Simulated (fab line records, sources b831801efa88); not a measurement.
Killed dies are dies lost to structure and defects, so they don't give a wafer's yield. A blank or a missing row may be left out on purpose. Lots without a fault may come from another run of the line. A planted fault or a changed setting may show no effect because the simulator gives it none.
Which tool did it? | flow sky130 | 12 lots, 36 wafers sampled, at 5 steps of a route of 708

WHAT THE GAUGES READ, wafer by wafer
The record holds no reading of a measuring or inspecting step that can be judged against a usual standard deviation.

WHICH TOOL RAN EACH LOT (tool, then ch and the chambers of the sampled wafers, then the start)
lot  | SKY_NWELL_STRIP_25                   | SKY_CAP2M_METAL_ETCH_13           | SKY_METAL4_DESCUM_15              | SKY_VIA4_ETCH_12                   | SKY_PAD_OPEN_PROBE_99
L912 | plasma_asher-04 ch 0,1, day 5 11:19  | rie_metal-02 ch 1, day 41 10:04   | rie_metal-03 ch 0, day 42 11:08   | rie_diel-04 ch 2,3, day 43 12:07   | -
L913 | plasma_asher-01 ch 0,1, day 5 15:41  | rie_metal-03 ch 0,1, day 41 16:05 | rie_metal-02 ch 0,1, day 42 17:00 | rie_diel-01 ch 0,1,3, day 43 18:16 | -
L916 | plasma_asher-04 ch 0,1, day 6 10:32  | rie_metal-03 ch 0,1, day 42 13:01 | rie_metal-01 ch 0,1, day 43 13:10 | rie_diel-04 ch 0,1,3, day 44 13:40 | prober-01, day 47 11:37
L917 | plasma_asher-02 ch 0,1, day 6 16:04  | rie_metal-03 ch 0,1, day 42 18:22 | rie_metal-02 ch 0,1, day 43 18:54 | rie_diel-03 ch 0,3, day 44 18:58   | -
L918 | plasma_asher-01 ch 0,1, day 6 20:06  | rie_metal-04 ch 0,1, day 43 05:32 | rie_metal-02 ch 0,1, day 44 05:43 | rie_diel-04 ch 0,2,3, day 45 05:59 | -
L919 | plasma_asher-02 ch 0,1, day 7 07:34  | rie_metal-04 ch 0,1, day 43 19:13 | rie_metal-02 ch 0,1, day 44 18:26 | rie_diel-03 ch 0,2, day 45 17:55   | -
L920 | plasma_asher-01 ch 0,1, day 8 01:14  | rie_metal-02 ch 0,1, day 44 12:23 | rie_metal-03 ch 0,1, day 45 11:29 | rie_diel-03 ch 0,1,3, day 46 10:37 | -
L921 | plasma_asher-04 ch 1, day 8 01:43    | rie_metal-04 ch 0,1, day 44 13:58 | rie_metal-01 ch 0,1, day 45 12:59 | rie_diel-03 ch 1,2, day 46 11:08   | -
L924 | plasma_asher-04 ch 0,1, day 8 11:02  | rie_metal-02 ch 0,1, day 44 23:35 | rie_metal-03 ch 0,1, day 45 22:26 | rie_diel-03 ch 2,3, day 46 21:13   | -
L929 | plasma_asher-04 ch 0,1, day 9 14:31  | rie_metal-04 ch 0,1, day 46 01:26 | rie_metal-03 ch 0,1, day 46 23:25 | rie_diel-04 ch 1,3, day 47 20:47   | prober-01, day 50 09:32
L933 | plasma_asher-04 ch 0,1, day 10 19:16 | rie_metal-02 ch 0,1, day 47 01:52 | rie_metal-02 ch 0,1, day 47 22:47 | rie_diel-01 ch 0,3, day 48 20:23   | prober-01, day 51 04:57
L935 | plasma_asher-02 ch 0,1, day 11 06:50 | rie_metal-02 ch 0,1, day 47 08:40 | rie_metal-01 ch 0, day 48 05:27   | rie_diel-03 ch 1,2,3, day 49 02:58 | -
- SKY_NWELL_STRIP_25: strips in O2/N2.
- SKY_CAP2M_METAL_ETCH_13: etches TiN in Cl2/BCl3, stops on SiO2, target depth 220 nm, time 62.9 s.
- SKY_METAL4_DESCUM_15: chemistry O2, time 8 s.
- SKY_VIA4_ETCH_12: etches SiO2 in C4F8/O2/Ar, stops on TiN, target depth 580 nm.
- SKY_PAD_OPEN_PROBE_99

WHAT THE TOOLS THEMSELVES READ (means of the sampled wafers that have a number; where no wafer has one, the mark that the record gives instead)
SKY_NWELL_STRIP_25. Usual: drypump_motor_current_A 6.0 A, standard deviation 0.57; oes_product_au 0.722 a.u., standard deviation 0.0045; strip_time_to_endpoint_s 36.87 s, standard deviation 0.083.
lot  | tool            | drypump_motor_current_A (A) | oes_product_au (a.u.) | strip_time_to_endpoint_s (s) | flag
L912 | plasma_asher-04 | 6.3                         | 0.718                 | 36.83                        |
L913 | plasma_asher-01 | 6.0                         | 0.720                 | 36.86                        |
L916 | plasma_asher-04 | 6.2                         | 0.722                 | 36.89                        |
L917 | plasma_asher-02 | 6.1                         | 0.722                 | 36.78                        |
L918 | plasma_asher-01 | 6.2                         | 0.722                 | 36.86                        |
L919 | plasma_asher-02 | 5.6                         | 0.722                 | 36.93                        |
L920 | plasma_asher-01 | 6.0                         | 0.722                 | 36.77                        |
L921 | plasma_asher-04 | 6.0                         | 0.721                 | 36.89                        |
L924 | plasma_asher-04 | 6.2                         | 0.720                 | 36.99                        |
L929 | plasma_asher-04 | 6.2                         | 0.723                 | 36.88                        |
L933 | plasma_asher-04 | 6.2                         | 0.726                 | 36.74                        |
L935 | plasma_asher-02 | 6.1                         | 0.723                 | 37.08                        |

SKY_CAP2M_METAL_ETCH_13. Usual: bcl3_flow_sccm 30.01 sccm, standard deviation 0.095; bias_w 48.50 W, standard deviation 0.14; drypump_motor_current_A 5.86 A, standard deviation 0.24; oes_product_au 0.940 a.u., standard deviation 0.009; throttle_valve_pct 21.902 %, standard deviation 0.011.
lot  | tool         | bcl3_flow_sccm (sccm) | bias_w (W) | drypump_motor_current_A (A) | oes_product_au (a.u.) | throttle_valve_pct (%) | flag
L912 | rie_metal-02 | 29.94                 | 48.49      | 6.32                        | 0.944                 | 21.899                 |
L913 | rie_metal-03 | 29.97                 | 48.48      | 5.75                        | 0.943                 | 21.902                 |
L916 | rie_metal-03 | 30.06                 | 48.46      | 5.86                        | 0.942                 | 21.904                 |
L917 | rie_metal-03 | 30.06                 | 48.58      | 5.71                        | 0.938                 | 21.897                 |
L918 | rie_metal-04 | 29.89                 | 48.50      | 5.70                        | 0.942                 | 21.897                 |
L919 | rie_metal-04 | 30.08                 | 48.46      | 5.68                        | 0.924                 | 21.914                 |
L920 | rie_metal-02 | 30.03                 | 48.53      | 6.25                        | 0.933                 | 21.899                 |
L921 | rie_metal-04 | 30.04                 | 48.45      | 5.70                        | 0.929                 | 21.918                 |
L924 | rie_metal-02 | 29.99                 | 48.31      | 6.24                        | 0.945                 | 21.908                 |
L929 | rie_metal-04 | 30.04                 | 48.61      | 5.71                        | 0.938                 | 21.908                 |
L933 | rie_metal-02 | 29.99                 | 48.47      | 6.23                        | 0.933                 | 21.913                 |
L935 | rie_metal-02 | 29.93                 | 48.48      | 6.22                        | 0.932                 | 21.893                 |

SKY_METAL4_DESCUM_15. Usual: drypump_motor_current_A 5.8 A, standard deviation 0.37; oes_product_au 0.996 a.u., standard deviation 0.0097.
lot  | tool         | drypump_motor_current_A (A) | oes_product_au (a.u.) | flag
L912 | rie_metal-03 | 5.6                         | 0.993                 |
L913 | rie_metal-02 | 6.1                         | 1.009                 |
L916 | rie_metal-01 | 5.3                         | 0.989                 |
L917 | rie_metal-02 | 6.1                         | 1.012                 |
L918 | rie_metal-02 | 6.1                         | 1.007                 |
L919 | rie_metal-02 | 6.1                         | 1.009                 |
L920 | rie_metal-03 | 5.9                         | 0.991                 |
L921 | rie_metal-01 | 5.3                         | 0.987                 |
L924 | rie_metal-03 | 5.8                         | 0.995                 |
L929 | rie_metal-03 | 5.9                         | 0.992                 |
L933 | rie_metal-02 | 6.2                         | 0.992                 |
L935 | rie_metal-01 | 5.6                         | 0.993                 |

SKY_VIA4_ETCH_12. Usual: bias_w 1200 W, standard deviation 3.3; oes_product_au 0.925 a.u., standard deviation 0.0046.
lot  | tool        | bias_w (W) | oes_product_au (a.u.) | flag
L912 | rie_diel-04 | 1199       | 0.923                 |
L913 | rie_diel-01 | 1200       | 0.926                 |
L916 | rie_diel-04 | 1198       | 0.924                 |
L917 | rie_diel-03 | 1201       | 0.924                 |
L918 | rie_diel-04 | 1200       | 0.927                 |
L919 | rie_diel-03 | 1196       | 0.921                 |
L920 | rie_diel-03 | 1201       | 0.926                 |
L921 | rie_diel-03 | 1201       | 0.924                 |
L924 | rie_diel-03 | 1196       | 0.927                 |
L929 | rie_diel-04 | 1202       | 0.928                 |
L933 | rie_diel-01 | 1199       | 0.926                 |
L935 | rie_diel-03 | 1202       | 0.923                 |

SKY_PAD_OPEN_PROBE_99. Usual: killed_at_M0_to_M3 43, standard deviation 7.3; killed_at_M4_up 3.2, standard deviation 1.9; killed_at_contacts 25, standard deviation 5.4; killed_at_front_end 16, standard deviation 4.4; killed_at_other 0.4, standard deviation 0.66; killed_dies 87, standard deviation 11; killed_open 48, standard deviation 7.9; killed_short 39, standard deviation 6.5.
lot  | tool      | killed_at_M0_to_M3 | killed_at_M4_up | killed_at_contacts | killed_at_front_end | killed_at_other | killed_dies | killed_open | killed_short | flag
L916 | prober-01 | 43                 | 1.7             | 24                 | 16                  | 0.3             | 85          | 46          | 38           |
L929 | prober-01 | 30                 | 3.0             | 28                 | 35                  | 0.0             | 96          | 39          | 37           | OFF
L933 | prober-01 | 43                 | 6.0             | 21                 | 35                  | 0.3             | 106         | 47          | 41           | OFF

THE ANSWER, worked out from the rows above alone
Rule: a lot is off if the mean of its wafers that have a number lies more than 3 standard deviations from the usual mean. A lot without any number at a reading at which 4 lots or more have one is off too. The other lots that the step has rows for count as sound. The gauges are gone through in route order, then the tools' own readings, and for those a lot's mean is taken as printed above. The first step at which some lot is off is used, and at that step the reading that is off furthest; a lot without a number counts as furthest.
Off: L929, L933, at SKY_PAD_OPEN_PROBE_99 (killed_at_front_end). Neither off nor sound, because the step has no rows for them: L912, L913, L917, L918, L919, L920, L921, L924, L935.
A tool fits if, at that step or a process step before it, it ran every lot that is off, and no sound lot after the first of them. Can't be told from this: 2 tools fit, plasma_asher-04 at SKY_NWELL_STRIP_25, prober-01 at SKY_PAD_OPEN_PROBE_99.

WHAT THE SIMULATOR HAD PUT IN
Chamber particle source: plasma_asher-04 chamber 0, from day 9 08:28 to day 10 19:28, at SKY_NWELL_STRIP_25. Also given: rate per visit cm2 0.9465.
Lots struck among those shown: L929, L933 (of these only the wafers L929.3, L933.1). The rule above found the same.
